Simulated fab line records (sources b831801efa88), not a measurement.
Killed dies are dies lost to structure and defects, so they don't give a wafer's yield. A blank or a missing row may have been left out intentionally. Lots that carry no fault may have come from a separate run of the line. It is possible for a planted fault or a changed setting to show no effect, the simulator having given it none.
fab line records | flow gf180mcu
[record] lots = 5 wafers = 15 last-day = 31
route steps=602 shown V2@407 M3@409
lots that met no fault: from a run of the same line without faults
start-h: hours from the record's first day to the start of the lot's first wafer shown | wait-h: hours elapsed since this lot's preceding step | " as in the row above | L1.1+2: a row that stands for several wafers | - no value present, or no start provided | * or withheld: withheld | < > ~ a bound
route shown NAME@n: NAME is a module with steps in the file, n the number in the route of the first one | usual: mean and standard deviation over wafers with no fault | same: alike in all rows | chamber/n: place in a boat | sites: the reading at each site | _std_site: the standard deviation of these | _edge_site: mean of outer sites minus mean of inner sites | radius-mm: for every site, how far away it sits from the centre of the wafer | mask NAME#n: copy n | behind: tool/chamber where the wafer was last shaped | hold: what put the lot on hold/how long, in hours/how the hold closed | device: which transistor (n, p or np) failed to switch | end of line: tests run on the same wafers once the route is complete | where a step has no rows: the recipe by itself | killed: count of dies lost to structure and defects at first sort (not the wafer's yield) | map: the dies of a wafer, with x for killed, . for not killed, _ for no die there
set.NAME: the setting as run; set.NAME@STEP: as run at that earlier step | model.NAME: the simulator's own value behind a step, which no gauge read
certain route steps with their lots: each step a table, each wafer a row
services: the hour from which a tool's chamber was out of use, counted from the record's first day as start-h (under 0 if before that day), plus the number of hours and why
[[steps]]
[step GF_V2_THK_MEAS_25]
[recipe] thk-meas-gauge = xrf reads = W_of_V2_CVD_23
[usual] V2_W_THK = 363/7.3
// columns lot.wafer tool chamber start-h wait-h V2_W_THK[nm]
L074.3 film-metro-03 - 464.02 0.1 361
L074.4 " - " " 363
L074.6 " - " " 359
L076.1 film-metro-03 - 484.87 0.1 383
L076.2 " - " " 367
L076.6 " - " " 379
L077.1 film-metro-01 - 490.30 0.1 355
L077.4 " - " " 356
L077.5 " - " " 352
L083.4 film-metro-03 - 544.82 0.1 367
L083.5 " - " " 364
L083.6 " - " " 366
L084.1 film-metro-01 - 555.83 0.1 360
L084.4 " - " " 364
L084.6 " - " " 358
[step GF_V2_CMP_26]
[recipe] stop-on = SiO2 down-force-psi = 3.5 platen-rpm = 60 t-overpolish-s = 15 target-thk-nm = 0 pad-velocity-m-s = 0.94248
[usual] motor-current-A = 11.3/1.4 overpolish-run-s = 15.000/0.0083 time-to-endpoint-s = 86/3.9
// columns lot.wafer tool chamber start-h wait-h motor-current-A overpolish-run-s time-to-endpoint-s
L074.4 cmp-01 3 464.11 0.1 11.1 14.984 82
L074.3 " 1 " " 11.7 14.991 86
L074.6 " 2 " " 12.6 15.006 81
L076.2 cmp-01 1 484.93 0.0 11.2 15.012 85
L076.1 " 2 " " 13.1 14.993 88
L076.6 " 2 " " 13.0 15.013 87
L077.1 cmp-01 2 490.70 0.4 12.9 14.996 86
L077.4 " 0 " " 9.9 15.002 82
L077.5 " 2 " " 13.0 15.016 84
L083.4 cmp-02 1 544.95 0.1 8.7 14.988 81
L083.5 " 3 " " 10.8 15.007 88
L083.6 " 0 " " 12.4 15.004 85
L084.4 cmp-02 2 555.94 0.1 12.5 15.003 92
L084.1 " 0 " " 11.6 15.001 83
L084.6 " 1 " " 9.1 14.985 84
[step GF_M3_SPUTTER_00]
[recipe] material = Ti target-thk-nm = 37.5 arriving-ion-energy-ev = 80 substrate-temp-c = 200 chamber-pressure-pa = 2 power-w = 4000 time-s = 150
[usual] throttle-valve-pct = 30.1/1.3
// columns lot.wafer tool chamber start-h wait-h throttle-valve-pct
L074.3 pvd-sputter-04 - 464.36 0.1 30.8
L074.4 " - " " 29.8
L074.6 " - " " 30.3
L076.1 pvd-sputter-02 - 485.23 0.2 29.4
L076.2 " - " " 28.8
L076.6 " - " " 29.7
L077.1 pvd-sputter-02 - 490.95 0.2 29.5
L077.4 " - " " 29.5
L077.5 " - " " 29.5
L083.4 pvd-sputter-04 - 545.20 0.2 30.8
L083.5 " - " " 32.2
L083.6 " - " " 30.6
L084.1 pvd-sputter-04 - 556.19 0.1 30.5
L084.4 " - " " 32.6
L084.6 " - " " 30.8
[step GF_M3_SPUTTER_01]
[recipe] material = TiN target-thk-nm = 30 power-w = 6500 time-s = 25 chamber-pressure-pa = 0.4
[usual] throttle-valve-pct = 30.1/1.3
// columns lot.wafer tool chamber start-h wait-h throttle-valve-pct
L074.3 pvd-sputter-04 - 464.46 0.1 30.9
L074.4 " - " " 29.7
L074.6 " - " " 30.6
L076.1 pvd-sputter-02 - 485.33 0.1 29.4
L076.2 " - " " 28.5
L076.6 " - " " 29.6
L077.1 pvd-sputter-02 - 491.05 0.1 29.7
L077.4 " - " " 29.6
L077.5 " - " " 29.2
L083.4 pvd-sputter-04 - 545.27 0.0 31.1
L083.5 " - " " 32.4
L083.6 " - " " 30.6
L084.1 pvd-sputter-04 - 556.29 0.1 30.2
L084.4 " - " " 32.3
L084.6 " - " " 31.0
[step GF_M3_SPUTTER_02]
[recipe] material = AlCu target-thk-nm = 450 power-w = 10600 time-s = 23.9 chamber-pressure-pa = 0.4
[usual] throttle-valve-pct = 30.1/1.3
// columns lot.wafer tool chamber start-h wait-h throttle-valve-pct
L074.3 pvd-sputter-04 - 464.49 0.0 30.7
L074.4 " - " " 29.8
L074.6 " - " " 30.3
L076.1 pvd-sputter-02 - 485.36 0.0 29.5
L076.2 " - " " 28.4
L076.6 " - " " 29.4
L077.1 pvd-sputter-02 - 491.08 0.0 29.5
L077.4 " - " " 29.6
L077.5 " - " " 29.6
L083.4 pvd-sputter-04 - 545.30 0.0 30.9
L083.5 " - " " 32.2
L083.6 " - " " 30.4
L084.1 pvd-sputter-04 - 556.32 0.0 30.4
L084.4 " - " " 32.3
L084.6 " - " " 31.2
[step GF_M3_SPUTTER_03]
[recipe] material = Ti target-thk-nm = 10 substrate-temp-c = 300 chamber-pressure-pa = 0.3 power-w = 3000 time-s = 6.7
[usual] throttle-valve-pct = 30.1/1.3
// columns lot.wafer tool chamber start-h wait-h throttle-valve-pct
L074.3 pvd-sputter-04 - 464.52 0.0 31.1
L074.4 " - " " 29.8
L074.6 " - " " 30.8
L076.1 pvd-sputter-02 - 485.39 0.0 29.3
L076.2 " - " " 28.5
L076.6 " - " " 29.3
L077.1 pvd-sputter-02 - 491.11 0.0 29.5
L077.4 " - " " 29.3
L077.5 " - " " 29.7
L083.4 pvd-sputter-04 - 545.32 0.0 30.9
L083.5 " - " " 32.2
L083.6 " - " " 30.6
L084.1 pvd-sputter-04 - 556.35 0.0 30.5
L084.4 " - " " 32.2
L084.6 " - " " 31.1
[step GF_M3_SPUTTER_04]
[recipe] material = TiN target-thk-nm = 50 power-w = 6500 time-s = 41.7 chamber-pressure-pa = 0.4
[usual] throttle-valve-pct = 30.1/1.3
// columns lot.wafer tool chamber start-h wait-h throttle-valve-pct
L074.3 pvd-sputter-04 - 464.54 0.0 30.9
L074.4 " - " " 29.8
L074.6 " - " " 30.5
L076.1 pvd-sputter-02 - 485.41 0.0 29.5
L076.2 " - " " 28.8
L076.6 " - " " 29.7
L077.1 pvd-sputter-02 - 491.13 0.0 29.3
L077.4 " - " " 29.7
L077.5 " - " " 29.6
L083.4 pvd-sputter-04 - 545.35 0.0 31.0
L083.5 " - " " 32.4
L083.6 " - " " 30.4
L084.1 pvd-sputter-04 - 556.37 0.0 30.3
L084.4 " - " " 32.5
L084.6 " - " " 30.7
[step GF_M3_RS_MEAS_05]
[recipe] thk-meas-gauge = four-point-probe reads = TiN_of_M3_SPUTTER_04+Ti_of_M3_SPUTTER_03+AlCu_of_M3_SPUTTER_02+TiN_of_M3_SPUTTER_01+Ti_of_M3_SPUTTER_00
[usual] M3_ALCU_RS = 0.0697/0.00076
// columns lot.wafer tool chamber start-h wait-h M3_ALCU_RS[ohm/sq]
L074.3 film-metro-04 - 464.62 0.1 0.0687
L074.4 " - " " 0.0692
L074.6 " - " " 0.0695
L076.1 film-metro-04 - 485.45 0.0 0.0683
L076.2 " - " " 0.0696
L076.6 " - " " 0.0699
L077.1 film-metro-04 - 491.17 0.0 0.0683
L077.4 " - " " 0.0700
L077.5 " - " " 0.0683
L083.4 film-metro-01 - 545.43 0.1 0.0695
L083.5 " - " " 0.0705
L083.6 " - " " 0.0702
L084.1 film-metro-01 - 556.41 0.0 0.0705
L084.4 " - " " 0.0701
L084.6 " - " " 0.0694
[step GF_M3_THK_MEAS_06]
[recipe] thk-meas-gauge = xrf reads = AlCu_of_M3_SPUTTER_02
[usual] M3_ALCU_THK = 443/5.7
// columns lot.wafer tool chamber start-h wait-h M3_ALCU_THK[nm]
L074.3 film-metro-04 - 464.72 0.1 447
L074.4 " - " " 446
L074.6 " - " " 447
L076.1 film-metro-04 - 485.57 0.1 452
L076.2 " - " " 445
L076.6 " - " " 444
L077.1 film-metro-04 - 491.29 0.1 452
L077.4 " - " " 442
L077.5 " - " " 453
L083.4 film-metro-01 - 545.52 0.1 444
L083.5 " - " " 435
L083.6 " - " " 439
L084.1 film-metro-01 - 556.53 0.1 437
L084.4 " - " " 437
L084.6 " - " " 441
[step GF_M3_DEHYDRATE_07]
[recipe] temp-c = 200 time-s = 60
// columns lot.wafer tool chamber start-h wait-h
L074.3+4+6 litho-track-04 0 476.76 12.0
L076.1+2+6 litho-track-01 0 496.71 11.1
L077.1+4+5 litho-track-01 0 503.06 11.8
L083.4+5+6 litho-track-04 0 556.03 10.5
L084.1+4+6 litho-track-03 0 567.07 10.5
[step GF_M3_HMDS_08]
[recipe] prime-time-s = 60 prime-temp-c = 120
// columns lot.wafer tool chamber start-h wait-h
L074.3+4+6 litho-track-04 0 476.91 0.1
L076.1+2+6 litho-track-01 0 496.86 0.1
L077.1+4+5 litho-track-01 0 503.21 0.1
L083.4+5+6 litho-track-04 0 556.18 0.1
L084.1+4+6 litho-track-03 0 567.22 0.1
[step GF_M3_COAT_09]
[recipe] resist = KrF spin-rpm = withheld resist-thk-nm = 1000
[usual] dispense-pressure-kPa = 50.7/0.92
// columns lot.wafer tool chamber start-h wait-h dispense-pressure-kPa
L074.3 litho-track-04 0 477.06 0.1 51.7
L074.4 " 0 " " 51.7
L074.6 " 0 " " 51.7
L076.1 litho-track-01 0 497.01 0.1 49.6
L076.2 " 0 " " 49.6
L076.6 " 0 " " 49.6
L077.1 litho-track-01 0 503.36 0.1 49.6
L077.4 " 0 " " 49.6
L077.5 " 0 " " 49.5
L083.4 litho-track-04 0 556.33 0.1 51.7
L083.5 " 0 " " 51.6
L083.6 " 0 " " 51.7
L084.1 litho-track-03 0 567.37 0.1 50.8
L084.4 " 0 " " 50.8
L084.6 " 0 " " 50.8
[[services]]
// columns tool chamber start-h hours kind
pvd-sputter-02 1 455.98 - consumable-replace:kit
pvd-sputter-02 1 455.98 18.0 scheduled-down
pvd-sputter-02 1 455.98 18.0 vent-cycle
cmp-01 - 465.52 5.8 pm
cmp-02 - 475.73 0.7 repair
cmp-02 - 476.59 1.5 repair
cmp-02 - 489.34 2.0 repair
cmp-02 - 490.10 0.9 repair
cmp-01 - 512.80 0.6 repair
cmp-01 - 526.02 1.1 repair
cmp-01 - 528.48 0.3 repair
cmp-02 - 536.10 2.5 repair
pvd-sputter-04 0 539.96 - consumable-replace:kit
pvd-sputter-04 0 539.96 18.0 scheduled-down
pvd-sputter-04 0 539.96 18.0 vent-cycle
cmp-01 - 545.70 0.2 repair
cmp-02 - 547.61 3.0 repair
pvd-sputter-04 - 558.92 3.4 repair
cmp-01 - 563.60 2.1 repair
cmp-01 - 564.49 0.8 repair
[[key]]
fault none
